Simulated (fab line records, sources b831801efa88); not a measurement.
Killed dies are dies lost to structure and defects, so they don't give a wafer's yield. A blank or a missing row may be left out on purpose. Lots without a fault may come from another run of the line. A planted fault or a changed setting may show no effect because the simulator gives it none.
Chamber matching | flow gf180mcu | GF_V3_CMP_04 on cmp-01: 4 sister chambers
The step polishes SiO2. 14 wafers are shown with their chamber, then 7 later ones without.

WAFERS WITH THEIR CHAMBER
wafer  | chamber | motor_current_A (A) | retaining_ring_pressure_frac | time_to_endpoint_s (s)
L244.1 | 1       | 9.8                 | 0.991                        | 80
L244.2 | 3       | 11.5                | 0.995                        | 79
L244.3 | 0       | 11.9                | 1.002                        | 78
L248.1 | 3       | 11.8                | 0.991                        | 71
L248.3 | 2       | 12.5                | 1.005                        | 74
L248.6 | 3       | 11.4                | 0.996                        | 76
L249.2 | 1       | 10.7                | 1.000                        | 71
L249.4 | 2       | 12.9                | 0.999                        | 83
L249.5 | 1       | 10.1                | 0.998                        | 87
L252.2 | 2       | 12.0                | 0.999                        | 76
L252.4 | 0       | 12.1                | 0.991                        | 83
L252.5 | 3       | 11.4                | 1.002                        | 79
L255.1 | 3       | 11.0                | 1.002                        | 79
L255.4 | 1       | 10.0                | 0.993                        | 86

SIGNATURES (means of the wafers above)
reading                      | chamber 0 | chamber 1 | chamber 2 | chamber 3 | scatter within a chamber
motor_current_A              | 12.000    | 10.150    | 12.467    | 11.420    | 0.347
retaining_ring_pressure_frac | 0.99650   | 0.99550   | 1.00100   | 0.99720   | 0.00478
time_to_endpoint_s           | 80.50     | 81.00     | 77.67     | 76.80     | 5.18
Rule: a wafer's distance from a chamber is the root of the sum, over the readings, of the square of ((its reading less the chamber's mean) divided by the reading's scatter). The wafer belongs to the nearest chamber; if the next one is less than 2 further off, it can't be placed. The scatter: the root of (the sum of the squares of (reading less its chamber's mean) over the shown wafers, divided by (wafers less chambers)).

WAFERS WITHOUT THEIR CHAMBER
wafer  | motor_current_A (A) | retaining_ring_pressure_frac | time_to_endpoint_s (s)
L255.6 | 11.9                | 1.004                        | 82
L262.1 | 11.3                | 0.992                        | 77
L262.3 | 12.0                | 1.000                        | 80
L262.5 | 11.5                | 0.994                        | 84
L265.1 | 11.3                | 0.996                        | 82
L265.3 | 12.8                | 1.012                        | 79
L265.6 | 11.6                | 0.993                        | 81

WHICH CHAMBER EACH WENT THROUGH
wafer  | from the rows above          | in truth
L255.6 | can't be placed: 0 or 2 or 3 | 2
L262.1 | can't be placed: 3 or 0      | 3
L262.3 | can't be placed: 0 or 2 or 3 | 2
L262.5 | can't be placed: 3 or 0 or 2 | 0
L265.1 | can't be placed: 3 or 0      | 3
L265.3 | can't be placed: 2 or 0      | 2
L265.6 | can't be placed: 3 or 0 or 2 | 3
Placed correctly: 0 of 7. Can't be placed from these rows: 7 (the true chamber is among the candidates in 7). Placed wrongly: 0.
